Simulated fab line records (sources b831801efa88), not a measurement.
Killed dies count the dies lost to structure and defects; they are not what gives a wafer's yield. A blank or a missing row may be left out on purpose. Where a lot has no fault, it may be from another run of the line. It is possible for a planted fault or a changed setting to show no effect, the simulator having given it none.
fab line records ; flow sky130
[record] lots = 24; wafers = 72; lastDay = 50
route steps=708 shown METAL3@566 VIA3@586 CAP2M@615 VIA4@641
lots with no fault: from the same line, run without faults
startH: the number of hours between the record's first day and the start of the first shown wafer of the lot ; waitH: hours elapsed since this lot's preceding step ; " identical to the entry in the row above ; L1.1+2: one row covering several wafers at once ; - no value, or no start was given ; * or withheld: withheld ; < > ~ a bound
route shown NAME@n: NAME is a module with steps in the file, n the number in the route of the first one ; usual: the fault-free wafers' mean and standard deviation ; same: alike in all rows ; chamber/n: place in a boat ; sites: the reading at each site ; _std_site: their standard deviation ; _edge_site: inner sites' mean taken away from outer sites' mean ; radiusMm: how far each site lies from the wafer's centre ; mask NAME#n: copy n ; behind: the tool/chamber that last shaped the wafer ; hold: the reason the lot was held/the length of the hold in hours/how it ended ; device: whichever transistor did not switch (one of n, p or np) ; end of line: tests of these same wafers at the route's end ; a step with no rows: only its recipe ; killed: at the first sort, the dies lost to defects and structure; wafer yield is something else ; map: shows each die of a wafer: x if killed, . if not, _ if none is there
set.NAME: the setting the step ran with; set.NAME@STEP: the setting that earlier step ran with ; model.NAME: the simulator's own value behind a step, which no gauge read
the route's steps for a sample of lots (tables are steps, rows are wafers)
services: a tool's chamber out of use, with start hour (startH, from the record's first day; less than 0 if before it), hours out, and reason
[[steps]]
[step SKY_METAL3_ETCH_16]
[recipe] chemistry = N2/H2; target = BARC; ionEnergyEv = 200; biasW = 100; pressureMtorr = 30; n2FlowSccm = 100; h2FlowSccm = 200; icpW = 500; stopOn = SiO2; timeS = 88.2; targetDepthA = 600
[usual] chamberPressureMTorr = 30.00/0.031; drypumpMotorCurrentA = 5.70/0.24; oesProductAu = 0.625/0.0047; throttleValvePct = 13.205/0.0098
lot.wafer;tool;chamber;startH;waitH;chamberPressureMTorr;drypumpMotorCurrentA;oesProductAu;rfHoursCounterH;throttleValvePct
L074.1;rieMetal-01;0;909.24;0.0;29.99;5.94;0.613;3;13.187
L074.2;rieMetal-01;1;909.24;0.0;29.97;5.43;0.628;6;13.195
L074.3;rieMetal-01;0;909.24;0.0;30.05;5.89;0.620;-;13.211
L075.1;rieMetal-02;0;913.89;0.0;30.04;5.64;0.622;4;13.220
L075.4;rieMetal-02;0;913.89;0.0;29.99;5.64;0.626;-;13.192
L075.5;rieMetal-02;1;913.89;0.0;29.98;6.01;0.628;-;13.215
L076.4;rieMetal-02;0;919.48;0.0;30.00;5.63;0.630;-;13.214
L076.5;rieMetal-02;1;919.48;0.0;30.01;6.00;0.633;-;13.201
L076.6;rieMetal-02;0;919.48;0.0;30.00;5.61;0.613;-;13.205
L077.1;rieMetal-02;0;933.14;0.0;29.99;5.59;0.622;4;13.212
L077.4;rieMetal-02;0;933.14;0.0;30.01;5.60;0.614;-;13.216
L077.5;rieMetal-02;1;933.14;0.0;30.01;6.02;0.634;-;13.208
L078.3;rieMetal-03;0;935.43;0.0;29.99;5.35;0.616;-;13.208
L078.5;rieMetal-03;1;935.43;0.0;30.03;5.81;0.628;-;13.199
L078.6;rieMetal-03;0;935.43;0.0;29.96;5.34;0.625;-;13.191
L079.1;rieMetal-01;1;943.09;0.0;29.92;5.44;0.618;8;13.194
L079.3;rieMetal-01;0;943.09;0.0;30.00;5.93;0.629;-;13.201
L079.4;rieMetal-01;1;943.09;0.0;30.02;5.44;0.636;-;13.197
L080.1;rieMetal-01;1;954.24;0.0;30.01;5.42;0.626;8;13.210
L080.2;rieMetal-01;0;954.24;0.0;30.02;5.94;0.628;5;13.205
L080.4;rieMetal-01;0;954.24;0.0;29.98;5.93;0.617;-;13.188
L081.3;rieMetal-03;1;961.18;0.0;29.99;5.79;0.628;-;13.196
L081.5;rieMetal-03;1;961.18;0.0;30.02;5.77;0.621;-;13.211
L081.6;rieMetal-03;0;961.18;0.0;30.01;5.35;0.622;-;13.209
L082.1;rieMetal-03;0;963.44;0.0;30.01;5.36;0.630;15;13.201
L082.3;rieMetal-03;0;963.44;0.0;29.92;5.37;0.615;-;13.213
L082.5;rieMetal-03;1;963.44;0.0;30.05;5.77;0.625;-;13.218
L083.1;rieMetal-02;1;966.99;0.0;30.02;6.02;0.626;15;13.210
L083.2;rieMetal-02;0;966.99;0.0;30.04;5.60;0.627;6;13.216
L083.4;rieMetal-02;1;966.99;0.0;30.04;6.04;0.624;-;13.203
L084.2;rieMetal-02;0;983.64;0.0;29.98;5.60;0.626;7;13.205
L084.3;rieMetal-02;1;983.64;0.0;30.18;6.00;0.627;-;13.196
L084.4;rieMetal-02;0;983.64;0.0;30.01;5.63;0.631;-;13.202
L085.2;rieMetal-01;1;986.25;0.0;29.97;5.42;0.623;10;13.187
L085.3;rieMetal-01;0;986.25;0.0;30.02;6.00;0.622;-;13.201
L085.5;rieMetal-01;0;986.25;0.0;30.01;5.98;0.626;-;13.201
L086.1;rieMetal-02;1;993.84;0.0;29.98;5.99;0.623;16;13.209
L086.3;rieMetal-02;0;993.84;0.0;29.99;5.62;0.619;-;13.214
L086.6;rieMetal-02;1;993.84;0.0;30.02;6.02;0.626;-;13.211
L087.1;rieMetal-01;0;1003.09;0.0;29.97;5.97;0.619;8;13.209
L087.4;rieMetal-01;0;1003.09;0.0;30.02;5.94;0.622;-;13.196
L087.5;rieMetal-01;1;1003.09;0.0;30.04;5.43;0.632;-;13.198
L088.2;rieMetal-02;0;1008.15;0.0;29.99;5.62;0.629;8;13.197
L088.4;rieMetal-02;1;1008.15;0.0;29.98;5.99;0.624;-;13.197
L088.6;rieMetal-02;0;1008.15;0.0;30.02;5.63;0.629;-;13.222
L089.4;rieMetal-01;1;1013.18;0.0;30.01;5.42;0.626;-;13.191
L089.5;rieMetal-01;0;1013.18;0.0;29.99;5.98;0.621;-;13.199
L089.6;rieMetal-01;1;1013.18;0.0;30.01;5.42;0.624;-;13.190
L090.1;rieMetal-03;0;1020.44;0.0;30.02;5.35;0.622;18;13.209
L090.3;rieMetal-03;0;1020.44;0.0;29.96;5.38;0.629;-;13.209
L090.6;rieMetal-03;0;1020.44;0.0;29.97;5.36;0.628;-;13.197
L091.1;rieMetal-01;0;1026.69;0.0;30.02;5.97;0.626;10;13.197
L091.3;rieMetal-01;1;1026.69;0.0;29.98;5.39;0.619;-;13.208
L091.4;rieMetal-01;0;1026.69;0.0;30.05;5.93;0.616;-;13.196
L092.1;rieMetal-03;0;1033.34;0.0;29.94;5.35;0.632;19;13.210
L092.2;rieMetal-03;1;1033.34;0.0;30.03;5.78;0.620;8;13.210
L092.6;rieMetal-03;0;1033.34;0.0;29.99;5.36;0.628;-;13.203
L093.3;rieMetal-03;1;1040.13;0.0;29.99;5.80;0.631;-;13.203
L093.4;rieMetal-03;0;1040.13;0.0;29.94;5.37;0.626;-;13.208
L093.5;rieMetal-03;0;1040.13;0.0;30.00;5.41;0.622;-;13.209
L094.2;rieMetal-02;0;1040.45;0.0;29.97;5.64;0.631;10;13.206
L094.4;rieMetal-02;1;1040.45;0.0;30.06;6.01;0.623;-;13.197
L094.5;rieMetal-02;1;1040.45;0.0;30.03;6.02;0.625;-;13.203
L095.2;rieMetal-02;0;1047.54;0.0;29.99;5.60;0.629;11;13.204
L095.3;rieMetal-02;0;1047.54;0.0;29.97;5.60;0.620;-;13.195
L095.4;rieMetal-02;1;1047.54;0.0;30.01;6.00;0.624;-;13.210
L096.2;rieMetal-03;0;1053.29;0.0;29.94;5.38;0.627;20;13.206
L096.3;rieMetal-03;0;1053.29;0.0;29.96;5.38;0.630;-;13.207
L096.4;rieMetal-03;1;1053.29;0.0;30.03;5.80;0.633;-;13.220
L097.2;rieMetal-01;0;1062.04;0.0;30.05;5.88;0.636;12;13.205
L097.4;rieMetal-01;1;1062.04;0.0;29.97;5.41;0.625;-;13.204
L097.6;rieMetal-01;0;1062.04;0.0;30.04;5.95;0.618;-;13.212
[step SKY_VIA3_OVL_MEAS_13]
[usual] VIA3_OVL = 1/6.1
lot.wafer;tool;chamber;startH;waitH;VIA3_OVL[nm]
L074.1;overlay-01;-;935.72;0.1;-7
L074.2;overlay-01;-;935.72;0.1;3
L074.3;overlay-01;-;935.72;0.1;-9
L075.1;overlay-02;-;940.84;0.1;3
L075.4;overlay-02;-;940.84;0.1;0
L075.5;overlay-02;-;940.84;0.1;6
L076.4;overlay-02;-;945.84;0.1;-1
L076.5;overlay-02;-;945.84;0.1;1
L076.6;overlay-02;-;945.84;0.1;5
L077.1;overlay-01;-;958.79;0.1;7
L077.4;overlay-01;-;958.79;0.1;9
L077.5;overlay-01;-;958.79;0.1;3
L078.3;overlay-01;-;961.44;0.1;2
L078.5;overlay-01;-;961.44;0.1;1
L078.6;overlay-01;-;961.44;0.1;6
L079.1;overlay-02;-;968.69;0.1;-3
L079.3;overlay-02;-;968.69;0.1;-3
L079.4;overlay-02;-;968.69;0.1;10
L080.1;overlay-02;-;979.77;0.1;-5
L080.2;overlay-02;-;979.77;0.1;7
L080.4;overlay-02;-;979.77;0.1;4
L081.3;overlay-02;-;987.10;0.1;4
L081.5;overlay-02;-;987.10;0.1;-8
L081.6;overlay-02;-;987.10;0.1;1
L082.1;overlay-01;-;988.97;0.1;-1
L082.3;overlay-01;-;988.97;0.1;-6
L082.5;overlay-01;-;988.97;0.1;4
L083.1;overlay-01;-;992.67;0.1;7
L083.2;overlay-01;-;992.67;0.1;7
L083.4;overlay-01;-;992.67;0.1;12
L084.2;overlay-02;-;1008.88;0.1;-9
L084.3;overlay-02;-;1008.88;0.1;5
L084.4;overlay-02;-;1008.88;0.1;3
L085.2;overlay-02;-;1010.53;0.1;-13
L085.3;overlay-02;-;1010.53;0.1;2
L085.5;overlay-02;-;1010.53;0.1;3
L086.1;overlay-01;-;1018.53;0.1;5
L086.3;overlay-01;-;1018.53;0.1;1
L086.6;overlay-01;-;1018.53;0.1;1
L087.1;overlay-02;-;1028.03;0.1;2
L087.4;overlay-02;-;1028.03;0.1;-5
L087.5;overlay-02;-;1028.03;0.1;11
L088.2;overlay-02;-;1032.73;0.1;7
L088.4;overlay-02;-;1032.73;0.1;-2
L088.6;overlay-02;-;1032.73;0.1;1
L089.4;overlay-01;-;1037.14;0.1;7
L089.5;overlay-01;-;1037.14;0.1;16
L089.6;overlay-01;-;1037.14;0.1;3
L090.1;overlay-01;-;1043.84;0.1;-6
L090.3;overlay-01;-;1043.84;0.1;-4
L090.6;overlay-01;-;1043.84;0.1;0
L091.1;overlay-02;-;1050.24;0.1;-5
L091.3;overlay-02;-;1050.24;0.1;-6
L091.4;overlay-02;-;1050.24;0.1;6
L092.1;overlay-02;-;1057.02;0.1;7
L092.2;overlay-02;-;1057.02;0.1;-2
L092.6;overlay-02;-;1057.02;0.1;-4
L093.3;overlay-02;-;1063.85;0.1;-5
L093.4;overlay-02;-;1063.85;0.1;-15
L093.5;overlay-02;-;1063.85;0.1;-9
L094.2;overlay-02;-;1064.58;0.1;7
L094.4;overlay-02;-;1064.58;0.1;5
L094.5;overlay-02;-;1064.58;0.1;1
L095.2;overlay-01;-;1071.10;0.1;7
L095.3;overlay-01;-;1071.10;0.1;-5
L095.4;overlay-01;-;1071.10;0.1;7
L096.2;overlay-02;-;1077.03;0.1;4
L096.3;overlay-02;-;1077.03;0.1;1
L096.4;overlay-02;-;1077.03;0.1;-4
L097.2;overlay-01;-;1085.98;0.1;2
L097.4;overlay-01;-;1085.98;0.1;1
L097.6;overlay-01;-;1085.98;0.1;2
[step SKY_VIA3_THK_MEAS_23]
[recipe] thkMeasGauge = xrf; reads = W_of_VIA3_CVD_21
[usual] VIA3_W_THK = 379/5.6
lot.wafer;tool;chamber;startH;waitH;VIA3_W_THK[nm]
L074.1;filmMetro-01;-;937.27;0.1;373
L074.2;filmMetro-01;-;937.27;0.1;371
L074.3;filmMetro-01;-;937.27;0.1;378
L075.1;filmMetro-04;-;941.95;0.1;373
L075.4;filmMetro-04;-;941.95;0.1;378
L075.5;filmMetro-04;-;941.95;0.1;373
L076.4;filmMetro-04;-;947.30;0.1;383
L076.5;filmMetro-04;-;947.30;0.1;383
L076.6;filmMetro-04;-;947.30;0.1;389
L077.1;filmMetro-01;-;959.83;0.1;372
L077.4;filmMetro-01;-;959.83;0.1;368
L077.5;filmMetro-01;-;959.83;0.1;373
L078.3;filmMetro-03;-;962.48;0.1;367
L078.5;filmMetro-03;-;962.48;0.1;375
L078.6;filmMetro-03;-;962.48;0.1;369
L079.1;filmMetro-01;-;969.76;0.1;368
L079.3;filmMetro-01;-;969.76;0.1;368
L079.4;filmMetro-01;-;969.76;0.1;372
L080.1;filmMetro-03;-;980.85;0.1;374
L080.2;filmMetro-03;-;980.85;0.1;371
L080.4;filmMetro-03;-;980.85;0.1;377
L081.3;filmMetro-01;-;988.15;0.1;373
L081.5;filmMetro-01;-;988.15;0.1;381
L081.6;filmMetro-01;-;988.15;0.1;384
L082.1;filmMetro-04;-;990.01;0.1;390
L082.3;filmMetro-04;-;990.01;0.1;388
L082.5;filmMetro-04;-;990.01;0.1;386
L083.1;filmMetro-04;-;993.70;0.1;389
L083.2;filmMetro-04;-;993.70;0.1;386
L083.4;filmMetro-04;-;993.70;0.1;385
L084.2;filmMetro-04;-;1009.95;0.1;380
L084.3;filmMetro-04;-;1009.95;0.1;385
L084.4;filmMetro-04;-;1009.95;0.1;386
L085.2;filmMetro-03;-;1011.62;0.1;389
L085.3;filmMetro-03;-;1011.62;0.1;388
L085.5;filmMetro-03;-;1011.62;0.1;385
L086.1;filmMetro-03;-;1019.70;0.1;381
L086.3;filmMetro-03;-;1019.70;0.1;380
L086.6;filmMetro-03;-;1019.70;0.1;378
L087.1;filmMetro-04;-;1029.16;0.1;382
L087.4;filmMetro-04;-;1029.16;0.1;389
L087.5;filmMetro-04;-;1029.16;0.1;382
L088.2;filmMetro-04;-;1033.82;0.1;376
L088.4;filmMetro-04;-;1033.82;0.1;377
L088.6;filmMetro-04;-;1033.82;0.1;371
L089.4;filmMetro-03;-;1038.18;0.1;374
L089.5;filmMetro-03;-;1038.18;0.1;375
L089.6;filmMetro-03;-;1038.18;0.1;373
L090.1;filmMetro-04;-;1044.92;0.1;388
L090.3;filmMetro-04;-;1044.92;0.1;385
L090.6;filmMetro-04;-;1044.92;0.1;381
L091.1;filmMetro-04;-;1051.28;0.1;381
L091.3;filmMetro-04;-;1051.28;0.1;381
L091.4;filmMetro-04;-;1051.28;0.1;380
L092.1;filmMetro-03;-;1058.06;0.1;372
L092.2;filmMetro-03;-;1058.06;0.1;374
L092.6;filmMetro-03;-;1058.06;0.1;376
L093.3;filmMetro-04;-;1065.07;0.1;378
L093.4;filmMetro-04;-;1065.07;0.1;383
L093.5;filmMetro-04;-;1065.07;0.1;376
L094.2;filmMetro-03;-;1065.80;0.1;378
L094.4;filmMetro-03;-;1065.80;0.1;379
L094.5;filmMetro-03;-;1065.80;0.1;371
L095.2;filmMetro-04;-;1072.15;0.1;381
L095.3;filmMetro-04;-;1072.15;0.1;379
L095.4;filmMetro-04;-;1072.15;0.1;380
L096.2;filmMetro-04;-;1078.07;0.1;382
L096.3;filmMetro-04;-;1078.07;0.1;377
L096.4;filmMetro-04;-;1078.07;0.1;378
L097.2;filmMetro-04;-;1087.11;0.1;383
L097.4;filmMetro-04;-;1087.11;0.1;379
L097.6;filmMetro-04;-;1087.11;0.1;382
[step SKY_CAP2M_OVL_MEAS_12]
[usual] CAP2M_OVL = 1.0/1.4
lot.wafer;tool;chamber;startH;waitH;CAP2M_OVL[nm]
L074.1;overlay-02;-;962.72;0.1;4.8
L074.2;overlay-02;-;962.72;0.1;3.1
L074.3;overlay-02;-;962.72;0.1;2.9
L075.1;overlay-02;-;967.01;0.1;-2.8
L075.4;overlay-02;-;967.01;0.1;0.1
L075.5;overlay-02;-;967.01;0.1;-1.7
L076.4;overlay-02;-;971.68;0.1;-0.7
L076.5;overlay-02;-;971.68;0.1;-1.0
L076.6;overlay-02;-;971.68;0.1;-0.3
L077.1;overlay-02;-;984.72;0.1;-1.7
L077.4;overlay-02;-;984.72;0.1;-1.9
L077.5;overlay-02;-;984.72;0.1;-0.4
L078.3;overlay-01;-;987.26;0.1;2.4
L078.5;overlay-01;-;987.26;0.1;1.0
L078.6;overlay-01;-;987.26;0.1;-0.2
L079.1;overlay-02;-;994.16;0.1;0.3
L079.3;overlay-02;-;994.16;0.1;2.0
L079.4;overlay-02;-;994.16;0.1;0.4
L080.1;overlay-01;-;1004.87;0.1;2.4
L080.2;overlay-01;-;1004.87;0.1;3.0
L080.4;overlay-01;-;1004.87;0.1;1.6
L081.3;overlay-02;-;1011.82;0.1;1.3
L081.5;overlay-02;-;1011.82;0.1;0.1
L081.6;overlay-02;-;1011.82;0.1;2.4
L082.1;overlay-02;-;1014.30;0.1;1.4
L082.3;overlay-02;-;1014.30;0.1;0.4
L082.5;overlay-02;-;1014.30;0.1;0.7
L083.1;overlay-01;-;1017.46;0.1;0.0
L083.2;overlay-01;-;1017.46;0.1;0.3
L083.4;overlay-01;-;1017.46;0.1;2.5
L084.2;overlay-01;-;1033.45;0.1;1.4
L084.3;overlay-01;-;1033.45;0.1;-0.1
L084.4;overlay-01;-;1033.45;0.1;-0.2
L085.2;overlay-01;-;1035.08;0.1;0.1
L085.3;overlay-01;-;1035.08;0.1;-1.7
L085.5;overlay-01;-;1035.08;0.1;0.8
L086.1;overlay-02;-;1042.77;0.1;2.8
L086.3;overlay-02;-;1042.77;0.1;0.2
L086.6;overlay-02;-;1042.77;0.1;-2.1
L087.1;overlay-02;-;1051.36;0.1;1.5
L087.4;overlay-02;-;1051.36;0.1;2.0
L087.5;overlay-02;-;1051.36;0.1;1.9
L088.2;overlay-01;-;1056.11;0.1;1.1
L088.4;overlay-01;-;1056.11;0.1;0.7
L088.6;overlay-01;-;1056.11;0.1;-2.3
L089.4;overlay-02;-;1060.88;0.1;-0.1
L089.5;overlay-02;-;1060.88;0.1;1.9
L089.6;overlay-02;-;1060.88;0.1;1.0
L090.1;overlay-01;-;1067.52;0.1;2.4
L090.3;overlay-01;-;1067.52;0.1;4.1
L090.6;overlay-01;-;1067.52;0.1;2.1
L091.1;overlay-02;-;1074.01;0.1;1.0
L091.3;overlay-02;-;1074.01;0.1;0.6
L091.4;overlay-02;-;1074.01;0.1;1.3
L092.1;overlay-01;-;1080.52;0.1;2.2
L092.2;overlay-01;-;1080.52;0.1;-0.5
L092.6;overlay-01;-;1080.52;0.1;2.8
L093.3;overlay-01;-;1087.26;0.1;2.4
L093.4;overlay-01;-;1087.26;0.1;-0.4
L093.5;overlay-01;-;1087.26;0.1;1.4
L094.2;overlay-02;-;1087.55;0.1;1.2
L094.4;overlay-02;-;1087.55;0.1;2.0
L094.5;overlay-02;-;1087.55;0.1;0.8
L095.2;overlay-01;-;1093.73;0.1;2.5
L095.3;overlay-01;-;1093.73;0.1;0.4
L095.4;overlay-01;-;1093.73;0.1;0.4
L096.2;overlay-02;-;1099.57;0.1;0.7
L096.3;overlay-02;-;1099.57;0.1;-0.6
L096.4;overlay-02;-;1099.57;0.1;-3.8
L097.2;overlay-01;-;1108.25;0.1;1.5
L097.4;overlay-01;-;1108.25;0.1;1.7
L097.6;overlay-01;-;1108.25;0.1;2.6
[step SKY_VIA4_CMP_02]
[recipe] material = SiO2; downForcePsi = 4; platenRpm = 60; padVelocityMS = 0.94248
[usual] motorCurrentA = 12.1/1.2
lot.wafer;tool;chamber;startH;waitH;motorCurrentA
L074.3;cmp-01;1;988.82;0.0;11.6
L074.1;cmp-01;2;988.82;0.0;11.7
L074.2;cmp-01;0;988.82;0.0;11.6
L075.1;cmp-01;0;993.02;0.1;11.7
L075.4;cmp-01;3;993.02;0.1;12.0
L075.5;cmp-01;0;993.02;0.1;11.4
L076.4;cmp-02;3;998.09;0.1;9.3
L076.5;cmp-02;2;998.09;0.1;13.9
L076.6;cmp-02;3;998.09;0.1;9.5
L077.4;cmp-01;1;1010.41;0.0;12.2
L077.1;cmp-01;0;1010.41;0.0;11.5
L077.5;cmp-01;2;1010.41;0.0;12.1
L078.3;cmp-01;3;1012.22;0.1;12.5
L078.5;cmp-01;2;1012.22;0.1;11.6
L078.6;cmp-01;3;1012.22;0.1;12.7
L079.3;cmp-01;0;1020.06;0.1;11.5
L079.1;cmp-01;1;1020.06;0.1;11.6
L079.4;cmp-01;3;1020.06;0.1;13.0
L080.2;cmp-01;3;1029.94;0.0;13.1
L080.1;cmp-01;0;1029.94;0.0;11.6
L080.4;cmp-01;2;1029.94;0.0;11.8
L081.3;cmp-02;3;1037.01;0.2;9.3
L081.6;cmp-02;0;1037.01;0.2;11.1
L081.5;cmp-02;1;1037.01;0.2;13.4
L082.1;cmp-01;3;1038.90;0.1;12.6
L082.3;cmp-01;0;1038.90;0.1;10.9
L082.5;cmp-01;2;1038.90;0.1;11.4
L083.2;cmp-02;3;1042.42;0.1;9.3
L083.1;cmp-02;0;1042.42;0.1;11.4
L083.4;cmp-02;1;1042.42;0.1;12.9
L084.2;cmp-01;3;1057.24;0.1;12.6
L084.3;cmp-01;0;1057.24;0.1;11.9
L084.4;cmp-01;1;1057.24;0.1;12.7
L085.3;cmp-02;3;1059.31;0.1;9.2
L085.2;cmp-02;1;1059.31;0.1;13.4
L085.5;cmp-02;2;1059.31;0.1;13.9
L086.3;cmp-02;0;1066.80;0.0;11.4
L086.1;cmp-02;3;1066.80;0.0;9.2
L086.6;cmp-02;0;1066.80;0.0;11.4
L087.4;cmp-02;1;1075.07;0.0;13.4
L087.1;cmp-02;2;1075.07;0.0;13.9
L087.5;cmp-02;1;1075.07;0.0;13.1
L088.2;cmp-02;2;1079.48;0.1;14.3
L088.4;cmp-02;0;1079.48;0.1;11.4
L088.6;cmp-02;1;1079.48;0.1;12.7
L089.4;cmp-01;3;1084.73;0.1;11.8
L089.6;cmp-01;1;1084.73;0.1;12.3
L089.5;cmp-01;2;1084.73;0.1;12.3
L090.3;cmp-01;0;1091.66;0.4;11.9
L090.1;cmp-01;2;1091.66;0.4;12.3
L090.6;cmp-01;1;1091.66;0.4;12.8
L091.4;cmp-01;1;1097.45;0.3;13.0
L091.3;cmp-01;2;1097.45;0.3;11.9
L091.1;cmp-01;3;1097.45;0.3;12.9
L092.2;cmp-02;3;1102.20;0.0;9.4
L092.1;cmp-02;1;1102.20;0.0;12.6
L092.6;cmp-02;3;1102.20;0.0;9.6
L093.3;cmp-01;1;1109.78;0.0;12.9
L093.4;cmp-01;0;1109.78;0.0;11.7
L093.5;cmp-01;1;1109.78;0.0;12.5
L094.4;cmp-02;2;1109.93;0.0;13.7
L094.2;cmp-02;3;1109.93;0.0;9.3
L094.5;cmp-02;2;1109.93;0.0;13.1
L095.2;cmp-01;1;1115.97;0.0;12.1
L095.4;cmp-01;2;1115.97;0.0;11.8
L095.3;cmp-01;0;1115.97;0.0;11.4
L096.4;cmp-01;3;1121.79;0.0;12.7
L096.3;cmp-01;0;1121.79;0.0;11.7
L096.2;cmp-01;1;1121.79;0.0;12.7
L097.2;cmp-02;1;1130.13;0.0;12.3
L097.4;cmp-02;0;1130.13;0.0;11.1
L097.6;cmp-02;2;1130.13;0.0;13.4
[step SKY_VIA4_CMP_21]
[recipe] stopOn = SiO2; tOverpolishS = 25; downForcePsi = 3.5; platenRpm = 60; targetThkNm = 0; padVelocityMS = 0.94248
[usual] motorCurrentA = 11.0/1.2; overpolishRunS = 25.001/0.0083; timeToEndpointS = 122/5.7
lot.wafer;tool;chamber;startH;waitH;motorCurrentA;overpolishRunS;timeToEndpointS
L074.3;cmp-01;1;1013.34;0.0;11.4;25.000;115
L074.1;cmp-01;2;1013.34;0.0;10.6;24.995;115
L074.2;cmp-01;0;1013.34;0.0;10.5;25.004;118
L075.4;cmp-02;3;1018.24;0.1;8.6;25.006;119
L075.1;cmp-02;0;1018.24;0.1;10.4;25.007;121
L075.5;cmp-02;2;1018.24;0.1;12.2;24.993;123
L076.4;cmp-01;2;1021.90;0.1;10.2;24.997;117
L076.5;cmp-01;0;1021.90;0.1;10.6;25.009;116
L076.6;cmp-01;1;1021.90;0.1;11.2;25.014;120
L077.4;cmp-02;0;1034.76;0.0;10.2;24.987;115
L077.1;cmp-02;3;1034.76;0.0;8.6;24.996;118
L077.5;cmp-02;0;1034.76;0.0;10.4;24.999;119
L078.3;cmp-01;0;1036.55;0.2;10.5;25.001;119
L078.6;cmp-01;1;1036.55;0.2;11.7;25.006;114
L078.5;cmp-01;2;1036.55;0.2;10.8;25.003;113
L079.1;cmp-02;3;1044.18;0.1;8.5;25.005;128
L079.4;cmp-02;0;1044.18;0.1;10.1;25.004;119
L079.3;cmp-02;1;1044.18;0.1;11.5;24.986;139
L080.2;cmp-02;1;1053.20;0.0;12.1;25.004;135
L080.4;cmp-02;2;1053.20;0.0;11.8;24.994;132
L080.1;cmp-02;0;1053.20;0.0;11.0;25.003;122
L081.3;cmp-02;2;1060.79;0.1;12.1;25.002;125
L081.6;cmp-02;0;1060.79;0.1;10.6;25.021;119
L081.5;cmp-02;1;1060.79;0.1;12.2;24.999;134
L082.1;cmp-01;3;1062.05;0.1;10.9;24.991;118
L082.3;cmp-01;1;1062.05;0.1;11.5;25.007;121
L082.5;cmp-01;3;1062.05;0.1;11.3;24.993;124
L083.1;cmp-01;3;1065.41;0.1;11.1;24.995;121
L083.4;cmp-01;1;1065.41;0.1;11.2;24.999;117
L083.2;cmp-01;2;1065.41;0.1;10.4;24.998;119
L084.2;cmp-02;2;1080.94;0.0;13.1;25.015;129
L084.3;cmp-02;3;1080.94;0.0;8.8;25.012;126
L084.4;cmp-02;0;1080.94;0.0;10.5;24.985;120
L085.2;cmp-02;2;1082.32;0.0;13.4;25.010;132
L085.3;cmp-02;1;1082.32;0.0;11.9;24.995;136
L085.5;cmp-02;2;1082.32;0.0;12.7;25.013;127
L086.3;cmp-01;1;1089.53;0.3;11.4;25.011;118
L086.1;cmp-01;2;1089.53;0.3;10.5;25.012;119
L086.6;cmp-01;3;1089.53;0.3;10.9;25.008;118
L087.4;cmp-01;1;1097.75;0.4;11.2;24.998;117
L087.1;cmp-01;3;1097.75;0.4;11.4;25.007;121
L087.5;cmp-01;2;1097.75;0.4;10.7;25.018;121
L088.4;cmp-01;3;1101.04;0.1;11.1;25.005;122
L088.2;cmp-01;0;1101.04;0.1;10.6;25.025;120
L088.6;cmp-01;2;1101.04;0.1;10.9;24.999;118
L089.4;cmp-02;0;1106.65;0.2;10.2;25.015;115
L089.6;cmp-02;1;1106.65;0.2;12.0;24.999;130
L089.5;cmp-02;2;1106.65;0.2;12.9;25.001;117
L090.3;cmp-02;2;1112.85;0.0;13.4;25.009;121
L090.1;cmp-02;0;1112.85;0.0;10.1;24.998;113
L090.6;cmp-02;3;1112.85;0.0;8.7;25.000;116
L091.4;cmp-02;1;1119.06;0.0;11.6;25.003;129
L091.3;cmp-02;3;1119.06;0.0;8.7;24.993;119
L091.1;cmp-02;0;1119.06;0.0;10.1;25.001;120
L092.1;cmp-01;2;1123.44;0.1;10.7;24.997;118
L092.2;cmp-01;1;1123.44;0.1;11.0;24.997;121
L092.6;cmp-01;2;1123.44;0.1;10.8;25.010;126
L093.3;cmp-01;3;1130.99;0.0;11.8;24.991;120
L093.4;cmp-01;0;1130.99;0.0;10.4;25.002;118
L093.5;cmp-01;0;1130.99;0.0;10.7;25.015;119
L094.2;cmp-01;2;1131.79;0.1;10.5;25.010;123
L094.4;cmp-01;3;1131.79;0.1;11.5;25.012;124
L094.5;cmp-01;2;1131.79;0.1;10.9;25.007;122
L095.4;cmp-02;0;1136.62;0.4;10.4;25.007;116
L095.3;cmp-02;1;1136.62;0.4;11.9;25.008;127
L095.2;cmp-02;2;1136.62;0.4;12.6;25.016;122
L096.3;cmp-02;1;1142.23;0.0;11.6;25.003;131
L096.2;cmp-02;2;1142.23;0.0;12.6;25.012;118
L096.4;cmp-02;3;1142.23;0.0;8.5;25.001;120
L097.4;cmp-01;2;1150.54;0.0;11.2;24.990;119
L097.2;cmp-01;0;1150.54;0.0;10.6;25.003;128
L097.6;cmp-01;3;1150.54;0.0;11.5;25.000;125
[[services]]
tool;chamber;startH;hours;kind
rieMetal-01;0;885.55;1.0;repair
cmp-01;-;912.00;4.0;pm
cmp-02;-;924.56;2.2;repair
cmp-01;-;936.42;0.9;repair
rieMetal-03;-;965.93;0.4;repair
rieMetal-02;-;985.62;0.2;repair
rieMetal-03;-;988.33;2.8;pm
cmp-01;-;997.92;0.6;repair
cmp-02;-;1013.08;3.8;pm
cmp-02;-;1023.78;3.6;repair
rieMetal-03;-;1033.48;1.4;pm
cmp-01;-;1041.56;0.9;repair
cmp-01;-;1062.86;0.3;repair
cmp-02;-;1076.90;0.7;repair
cmp-02;-;1083.31;6.1;repair
rieMetal-01;-;1086.94;0.7;repair
cmp-02;-;1089.46;4.0;pm
cmp-02;-;1093.46;4.6;pm
cmp-02;-;1115.23;2.1;repair
cmp-02;-;1116.77;0.8;repair
cmp-02;-;1124.75;1.3;repair
cmp-01;-;1132.04;6.7;pm
cmp-01;-;1140.53;6.4;pm
cmp-01;-;1148.91;0.4;repair
[[key]]
fault none
